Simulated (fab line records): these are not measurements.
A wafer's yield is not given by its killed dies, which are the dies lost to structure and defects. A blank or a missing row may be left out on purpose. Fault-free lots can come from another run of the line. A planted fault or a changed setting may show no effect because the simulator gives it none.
fab line records	flow sky130
record: lots: 12	wafers: 36	last_day: 50
route steps=708 shown LDD_N@253 POLY_CUT@316 SD_P@326 PAD_OPEN@708
lots untouched by any fault: they come from a run of this same line in which no faults occurred
start_h: hours from the record's first day to the start of the lot's first wafer shown	wait_h: hours elapsed since this lot's preceding step	" unchanged from the row above	L1.1+2: one row covering several wafers at once	- either no value or no given start	* or withheld: withheld	< > ~ a bound
route shown NAME@n: names a module that has steps shown in the file, with the first one's number in the route	usual: mean/standard deviation of fault-free wafers	same: alike in all rows	chamber/n: place in a boat	sites: per-site readings	_std_site: the standard deviation of these	_edge_site: the outer-site mean with the inner-site mean subtracted	radius_mm: for every site, how far away it sits from the centre of the wafer	mask NAME#n: copy n	behind: the last tool/chamber to shape the wafer	hold: why the lot was held/for how many hours/how that ended	device: which transistor (n, p or np) failed to switch	end of line: the same wafers' tests at the end of the route	a step with no rows: only its recipe	killed: at the first sort, the dies lost to defects and structure; wafer yield is something else	map: shows each die of a wafer: x if killed, . if not, _ if none is there
set.NAME: the setting the step ran with; set.NAME@STEP: the setting that earlier step ran with	model.NAME: the simulator's own value behind a step, which no gauge read
one table for each step of the route and one row for each wafer, over a sample of lots
services: from which hour (start_h, from the record's first day; less than 0 if before it) a tool's chamber was out of use, for how many hours, and why
== steps ==
step: SKY_LDD_N_STRIP_16
recipe: chemistry: O2/N2	power_w: 1400	pressure_mtorr: 1500	platen_temp_c: withheld	o2_flow_sccm: 3000	n2_flow_sccm: 300	overash_fraction: 0.5
usual: drypump_motor_current_A: 5.8/0.42	oes_product_au: 0.406/0.0044	strip_time_to_endpoint_s: 4.310/0.013
lot.wafer	tool	chamber	start_h	wait_h	drypump_motor_current_A	oes_product_au	rf_hours_counter_h	strip_time_to_endpoint_s
L697.2	plasma_asher-03	1	425.50	0.1	6.3	0.404	31	4.310
L697.4	"	1	"	"	6.4	0.405	-	4.318
L697.6	"	1	"	"	6.3	0.403	-	4.307
L699.4	plasma_asher-04	1	446.43	0.1	5.7	0.412	-	4.326
L699.5	"	0	"	"	5.9	0.405	-	4.308
L699.6	"	1	"	"	5.8	0.412	-	4.312
L700.1	plasma_asher-01	0	452.59	0.1	6.2	0.406	64	4.337
L700.2	"	1	"	"	5.2	0.410	64	4.304
L700.5	"	1	"	"	5.2	0.413	-	4.341
L704.2	plasma_asher-03	0	492.94	0.1	5.2	0.414	39	4.308
L704.4	"	1	"	"	6.3	0.407	-	4.281
L704.6	"	1	"	"	6.3	0.412	-	4.292
L705.2	plasma_asher-04	0	504.10	0.1	5.9	0.401	6	4.302
L705.5	"	0	"	"	5.9	0.401	-	4.313
L705.6	"	1	"	"	5.7	0.410	-	4.309
L706.2	plasma_asher-03	1	513.09	0.1	6.3	0.399	42	4.318
L706.4	"	1	"	"	6.3	0.410	-	4.297
L706.6	"	0	"	"	5.2	0.400	-	4.307
L711.2	plasma_asher-03	1	549.19	0.1	6.3	0.403	45	4.335
L711.3	"	1	"	"	6.3	0.412	-	4.311
L711.6	"	1	"	"	6.3	0.406	-	4.338
L712.1	plasma_asher-03	0	554.74	0.1	5.2	0.401	46	4.312
L712.3	"	0	"	"	5.2	0.401	-	4.304
L712.4	"	1	"	"	6.3	0.400	-	4.311
L713.2	plasma_asher-01	0	559.94	0.1	6.1	0.405	74	4.316
L713.5	"	1	"	"	5.2	0.403	-	4.312
L713.6	"	0	"	"	6.1	0.403	-	4.300
L714.1	plasma_asher-01	0	569.79	0.1	6.1	0.408	74	4.319
L714.4	"	1	"	"	5.2	0.403	-	4.294
L714.6	"	0	"	"	6.2	0.402	-	4.296
L716.2	plasma_asher-01	0	595.69	0.1	6.2	0.408	77	4.301
L716.4	"	0	"	"	6.1	0.402	-	4.292
L716.5	"	0	"	"	6.1	0.406	-	4.316
L717.2	plasma_asher-04	1	600.74	0.1	5.7	0.410	15	4.300
L717.4	"	1	"	"	5.7	0.410	-	4.317
L717.6	"	0	"	"	5.9	0.403	-	4.306
step: SKY_POLY_CUT_OVL_MEAS_09
usual: POLY_CUT_OVL: 0/4.6
lot.wafer	tool	chamber	start_h	wait_h	POLY_CUT_OVL[nm]
L697.2	overlay-01	-	582.48	0.1	8
L697.4	"	-	"	"	0
L697.6	"	-	"	"	8
L699.4	overlay-02	-	600.79	0.1	-2
L699.5	"	-	"	"	-4
L699.6	"	-	"	"	-6
L700.1	overlay-02	-	606.58	0.1	-8
L700.2	"	-	"	"	-5
L700.5	"	-	"	"	-5
L704.2	overlay-02	-	643.38	0.1	1
L704.4	"	-	"	"	4
L704.6	"	-	"	"	5
L705.2	overlay-01	-	653.58	0.1	-1
L705.5	"	-	"	"	0
L705.6	"	-	"	"	-6
L706.2	overlay-02	-	661.75	0.1	-1
L706.4	"	-	"	"	1
L706.6	"	-	"	"	6
L711.2	overlay-01	-	697.23	0.1	8
L711.3	"	-	"	"	3
L711.6	"	-	"	"	8
L712.1	overlay-02	-	699.68	0.1	2
L712.3	"	-	"	"	-3
L712.4	"	-	"	"	3
L713.2	overlay-01	-	702.88	0.1	-8
L713.5	"	-	"	"	-5
L713.6	"	-	"	"	-9
L714.1	overlay-02	-	715.25	0.1	-5
L714.4	"	-	"	"	-1
L714.6	"	-	"	"	0
L716.2	overlay-02	-	739.60	0.1	-8
L716.4	"	-	"	"	-2
L716.5	"	-	"	"	-7
L717.2	overlay-02	-	742.68	0.1	1
L717.4	"	-	"	"	1
L717.6	"	-	"	"	6
step: SKY_SD_P_DEVELOP_06
recipe: resist: NOVOLAK	developer: TMAH	develop_time_s: 60	dev_temp_c: 23
usual: developer_temp_C: 23.01/0.1
lot.wafer	tool	chamber	start_h	wait_h	developer_temp_C
L697.2	litho_track-01	0	611.58	0.1	22.98
L697.4	"	0	"	"	23.12
L697.6	"	0	"	"	22.96
L699.4	litho_track-04	0	630.14	0.1	23.20
L699.5	"	0	"	"	23.03
L699.6	"	0	"	"	23.19
L700.1	litho_track-01	0	635.96	0.1	23.07
L700.2	"	0	"	"	23.07
L700.5	"	0	"	"	23.00
L704.2	litho_track-04	0	669.24	0.1	20.77
L704.4	"	0	"	"	20.54
L704.6	"	0	"	"	20.72
L705.2	litho_track-04	0	680.94	0.1	20.76
L705.5	"	0	"	"	20.76
L705.6	"	0	"	"	20.77
L706.2	litho_track-04	0	687.64	0.1	20.63
L706.4	"	0	"	"	20.77
L706.6	"	0	"	"	20.76
L711.2	litho_track-02	0	725.30	0.1	22.84
L711.3	"	0	"	"	22.90
L711.6	"	0	"	"	22.88
L712.1	litho_track-02	0	727.08	0.1	22.98
L712.3	"	0	"	"	23.02
L712.4	"	0	"	"	23.03
L713.2	litho_track-02	0	730.85	0.1	23.08
L713.5	"	0	"	"	23.07
L713.6	"	0	"	"	23.06
L714.1	litho_track-01	0	742.06	0.1	23.10
L714.4	"	0	"	"	23.08
L714.6	"	0	"	"	22.92
L716.2	litho_track-04	0	766.24	0.1	23.00
L716.4	"	0	"	"	22.99
L716.5	"	0	"	"	23.07
L717.2	litho_track-02	0	768.75	0.1	23.11
L717.4	"	0	"	"	22.94
L717.6	"	0	"	"	23.03
step: SKY_SD_P_CD_MEAS_07
recipe: target_cd_nm: 380
usual: cd_nm: 379.9/2.2
lot.wafer	tool	chamber	start_h	wait_h	cd_nm
L697.2	cd_sem-01	-	611.76	0.1	379.6
L697.4	"	-	"	"	379.6
L697.6	"	-	"	"	377.9
L699.4	cd_sem-01	-	630.28	0.1	377.9
L699.5	"	-	"	"	378.9
L699.6	"	-	"	"	379.2
L700.1	cd_sem-02	-	636.11	0.1	380.8
L700.2	"	-	"	"	377.2
L700.5	"	-	"	"	379.5
L704.2	cd_sem-02	-	669.39	0.1	387.6
L704.4	"	-	"	"	387.7
L704.6	"	-	"	"	388.5
L705.2	cd_sem-02	-	681.09	0.1	389.9
L705.5	"	-	"	"	390.5
L705.6	"	-	"	"	391.5
L706.2	cd_sem-01	-	687.79	0.1	383.8
L706.4	"	-	"	"	385.3
L706.6	"	-	"	"	385.3
L711.2	cd_sem-01	-	725.45	0.1	380.1
L711.3	"	-	"	"	379.5
L711.6	"	-	"	"	380.2
L712.1	cd_sem-02	-	727.23	0.1	380.4
L712.3	"	-	"	"	378.9
L712.4	"	-	"	"	381.6
L713.2	cd_sem-01	-	731.00	0.1	381.9
L713.5	"	-	"	"	379.2
L713.6	"	-	"	"	383.0
L714.1	cd_sem-02	-	742.21	0.1	380.5
L714.4	"	-	"	"	381.4
L714.6	"	-	"	"	381.4
L716.2	cd_sem-02	-	766.39	0.1	375.7
L716.4	"	-	"	"	377.2
L716.5	"	-	"	"	373.9
L717.2	cd_sem-02	-	768.90	0.1	378.1
L717.4	"	-	"	"	377.0
L717.6	"	-	"	"	374.9
step: SKY_SD_P_STRIP_10
recipe: chemistry: O2/N2	power_w: 1400	pressure_mtorr: 1500	platen_temp_c: withheld	o2_flow_sccm: 3000	n2_flow_sccm: 300	overash_fraction: 0.5
usual: drypump_motor_current_A: 5.8/0.44	oes_product_au: 0.617/0.0045	strip_time_to_endpoint_s: 17.48/0.042
lot.wafer	tool	chamber	start_h	wait_h	drypump_motor_current_A	oes_product_au	rf_hours_counter_h	strip_time_to_endpoint_s
L697.2	plasma_asher-02	0	612.04	0.1	5.1	0.614	88	17.51
L697.4	"	0	"	"	5.1	0.620	-	17.46
L697.6	"	0	"	"	5.1	0.612	-	17.51
L699.4	plasma_asher-04	1	630.55	0.1	5.8	0.615	-	17.49
L699.5	"	1	"	"	5.8	0.623	-	17.48
L699.6	"	0	"	"	5.9	0.619	-	17.49
L700.1	plasma_asher-04	0	636.41	0.1	5.9	0.619	18	17.50
L700.2	"	1	"	"	5.7	0.621	18	17.43
L700.5	"	1	"	"	5.7	0.620	-	17.50
L704.2	plasma_asher-02	1	669.67	0.1	6.4	0.615	94	17.48
L704.4	"	1	"	"	6.5	0.618	-	17.48
L704.6	"	0	"	"	5.1	0.616	-	17.49
L705.2	plasma_asher-02	1	681.37	0.1	6.4	0.614	95	17.48
L705.5	"	1	"	"	6.4	0.625	-	17.49
L705.6	"	0	"	"	5.1	0.610	-	17.45
L706.2	plasma_asher-02	0	688.07	0.1	5.1	0.615	96	17.51
L706.4	"	1	"	"	6.4	0.625	-	17.57
L706.6	"	0	"	"	5.1	0.620	-	17.54
L711.2	plasma_asher-02	0	725.83	0.1	5.1	0.623	100	17.45
L711.3	"	1	"	"	6.4	0.614	-	17.42
L711.6	"	1	"	"	6.4	0.621	-	17.40
L712.1	plasma_asher-01	1	727.53	0.1	5.2	0.618	91	17.51
L712.3	"	1	"	"	5.2	0.607	-	17.49
L712.4	"	0	"	"	6.1	0.614	-	17.52
L713.2	plasma_asher-01	0	731.28	0.1	6.1	0.608	91	17.47
L713.5	"	1	"	"	5.2	0.618	-	17.48
L713.6	"	0	"	"	6.1	0.610	-	17.45
L714.1	plasma_asher-04	1	742.51	0.1	5.7	0.625	29	17.49
L714.4	"	1	"	"	5.7	0.612	-	17.52
L714.6	"	0	"	"	5.9	0.619	-	17.51
L716.2	plasma_asher-04	1	766.67	0.1	5.7	0.616	31	17.47
L716.4	"	1	"	"	5.7	0.621	-	17.46
L716.5	"	0	"	"	5.9	0.624	-	17.57
L717.2	plasma_asher-01	1	769.18	0.1	5.2	0.615	95	17.58
L717.4	"	0	"	"	6.1	0.618	-	17.53
L717.6	"	1	"	"	5.2	0.614	-	17.55
step: SKY_PAD_OPEN_PROBE_99
usual: killed_at_M0_to_M3: 42/6.8	killed_at_M4_up: 3.2/1.8	killed_at_contacts: 25/5.4	killed_at_front_end: 15/4.5	killed_at_other: 0.3/0.56	killed_dies: 85/9.7	killed_open: 46/7.1	killed_short: 39/6.5
same: gross_dies: 492	killed_at_back_side: 0
lot.wafer	tool	chamber	start_h	wait_h	killed_at_M0_to_M3	killed_at_M4_up	killed_at_contacts	killed_at_front_end	killed_at_other	killed_dies	killed_open	killed_short
L699.4	prober-02	-	1107.34	0.2	36	6	27	23	0	92	47	44
L699.5	prober-02	-	1107.39	0.2	30	4	34	12	1	81	48	33
L699.6	prober-02	-	1107.44	0.2	38	0	24	20	1	83	50	33
L704.2	prober-01	-	1135.58	0.1	51	6	20	15	0	92	57	35
L704.4	prober-01	-	1135.68	0.2	40	3	27	9	1	80	44	36
L704.6	prober-01	-	1135.78	0.2	39	5	24	23	1	92	40	52
L705.2	prober-02	-	1141.94	0.1	36	4	25	12	1	78	48	30
L705.5	prober-02	-	1142.09	0.2	48	7	21	19	0	95	47	48
L711.2	prober-01	-	1172.98	0.1	40	2	32	16	0	90	54	36
L711.3	prober-01	-	1173.03	0.2	46	4	43	15	1	109	58	51
L711.6	prober-01	-	1173.18	0.2	46	1	20	18	0	85	48	37
killed by level:class
L699.4 LI_CONTACT:geometric_particle:open=11 CONTACT:geometric_particle:open=9 METAL2:geometric_particle:short=6 VIA1:geometric_particle:open=6 VIA2:geometric_particle:open=6 FIELD_ISO:geometric_particle:short=5 POLY_GATE:geometric_particle:short=5 METAL3:geometric_particle:short=5
L699.5 LI_CONTACT:geometric_particle:open=18 VIA1:geometric_particle:open=8 LOCAL_INTERCONNECT:geometric_particle:short=6 CONTACT:geometric_particle:open=6 FIELD_ISO:geometric_particle:open=5 METAL1:geometric_particle:short=5 POLY_GATE:geometric_particle:short=4 VIA1:geometric_particle:short=4
L699.6 CONTACT:geometric_particle:short=9 FIELD_ISO:geometric_particle:open=7 VIA1:geometric_particle:open=7 VIA3:geometric_particle:open=7 VIA2:geometric_particle:open=6 CONTACT:geometric_particle:open=5 LI_CONTACT:geometric_particle:open=5 METAL2:geometric_particle:short=5
L704.2 VIA1:geometric_particle:open=13 VIA3:geometric_particle:open=11 LI_CONTACT:geometric_particle:open=8 METAL2:geometric_particle:short=6 CONTACT:geometric_particle:open=5 VIA2:geometric_particle:open=5 FIELD_ISO:geometric_particle:open=4 POLY_GATE:geometric_particle:short=4
L704.4 VIA1:geometric_particle:open=10 LI_CONTACT:geometric_particle:open=8 CONTACT:geometric_particle:open=8 VIA3:geometric_particle:open=7 METAL2:geometric_particle:short=7 VIA2:geometric_particle:open=6 LOCAL_INTERCONNECT:geometric_particle:short=4 CONTACT:geometric_particle:short=4
L704.6 POLY_GATE:geometric_particle:short=7 LI_CONTACT:geometric_particle:open=7 VIA3:geometric_particle:open=7 METAL2:geometric_particle:short=6 FIELD_ISO:geometric_particle:short=5 CONTACT:geometric_particle:open=5 VIA1:geometric_particle:short=5 FIELD_ISO:geometric_particle:open=4
L705.2 VIA1:geometric_particle:open=13 CONTACT:geometric_particle:open=10 VIA2:geometric_particle:open=8 LI_CONTACT:geometric_particle:open=5 LOCAL_INTERCONNECT:geometric_particle:short=5 VIA2:geometric_particle:short=4 CONTACT:geometric_particle:short=4 POLY_GATE:geometric_particle:short=3
L705.5 VIA1:geometric_particle:open=15 CONTACT:geometric_particle:open=7 POLY_GATE:geometric_particle:open=6 METAL2:geometric_particle:short=6 FIELD_ISO:geometric_particle:short=5 VIA1:geometric_particle:short=5 VIA3:geometric_particle:short=5 METAL4:geometric_particle:short=5
L711.2 CONTACT:geometric_particle:open=13 FIELD_ISO:geometric_particle:open=7 LI_CONTACT:geometric_particle:open=7 VIA1:geometric_particle:short=7 VIA1:geometric_particle:open=7 LOCAL_INTERCONNECT:geometric_particle:short=6 VIA3:geometric_particle:open=6 VIA2:geometric_particle:open=5
L711.3 CONTACT:geometric_particle:short=14 CONTACT:geometric_particle:open=12 LI_CONTACT:geometric_particle:open=8 VIA3:geometric_particle:open=8 VIA1:geometric_particle:open=7 METAL1:geometric_particle:short=5 METAL1:geometric_particle:open=5 VIA2:geometric_particle:short=5
L711.6 VIA1:geometric_particle:open=15 CONTACT:geometric_particle:open=9 VIA3:geometric_particle:open=7 METAL2:geometric_particle:short=6 FIELD_ISO:geometric_particle:short=5 POLY_GATE:geometric_particle:short=5 LI_CONTACT:geometric_particle:open=5 FIELD_ISO:geometric_particle:open=3
== services ==
tool	chamber	start_h	hours	kind
plasma_asher-02	-	421.21	13.7	pm
plasma_asher-04	-	421.25	9.0	pm
plasma_asher-04	0	421.25	9.0	vent_cycle
plasma_asher-04	1	421.25	9.0	vent_cycle
plasma_asher-04	0	430.25	-	clean
plasma_asher-04	1	430.25	-	clean
plasma_asher-01	-	466.19	2.4	repair
plasma_asher-04	-	483.96	14.6	pm
plasma_asher-01	-	493.01	11.0	repair
plasma_asher-04	-	612.39	9.5	repair
plasma_asher-01	-	612.99	1.9	repair
plasma_asher-03	-	617.43	2.5	repair
plasma_asher-03	-	624.39	2.8	pm
plasma_asher-01	-	696.23	2.8	pm
plasma_asher-02	-	733.79	9.0	pm
plasma_asher-02	0	733.79	9.0	vent_cycle
plasma_asher-02	1	733.79	9.0	vent_cycle
plasma_asher-02	0	742.79	-	clean
plasma_asher-02	1	742.79	-	clean
plasma_asher-04	-	767.72	4.0	repair
== key ==
first_sign: step: SKY_SD_P_DEVELOP_06	reading: developer_temp_C	direction: down	sigmas: 22	usual: *	struck: *
effect: step: SKY_SD_P_CD_MEAS_07	reading: cd_nm	direction: up	sigmas: 3.6	usual: 379.9	struck: 387.8	through: control_loop
met_at SKY_SD_P_DEVELOP_06
struck_lots L704,L705,L706
tester_left_out L704,L705,L706
loop_trim: step: SKY_SD_P_EXPOSE_04	setting: dose	lots: L706
not_acting_at SKY_LDD_N_STRIP_16,SKY_POLY_CUT_OVL_MEAS_09,SKY_SD_P_STRIP_10
onset_between 630.14 669.24
fault: kind: process_parameter_drift	tool: litho_track-04	chamber: -	onset_h: 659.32	steps: SKY_SD_P_DEVELOP_06	channel: dev_temp_c	offset: *	shape: step	end_h: 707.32	acts_in: *	stated: *
tester_left_out: of these lots the tester's yield and bins aren't shown, on N5 and GAA mostly nor the transistor test; their killed dies are dies lost to structure and defects alone, not to doping, threshold or leakage, so they don't give the yield
loop_trim: a control loop set the setting to another value than it would have without faults
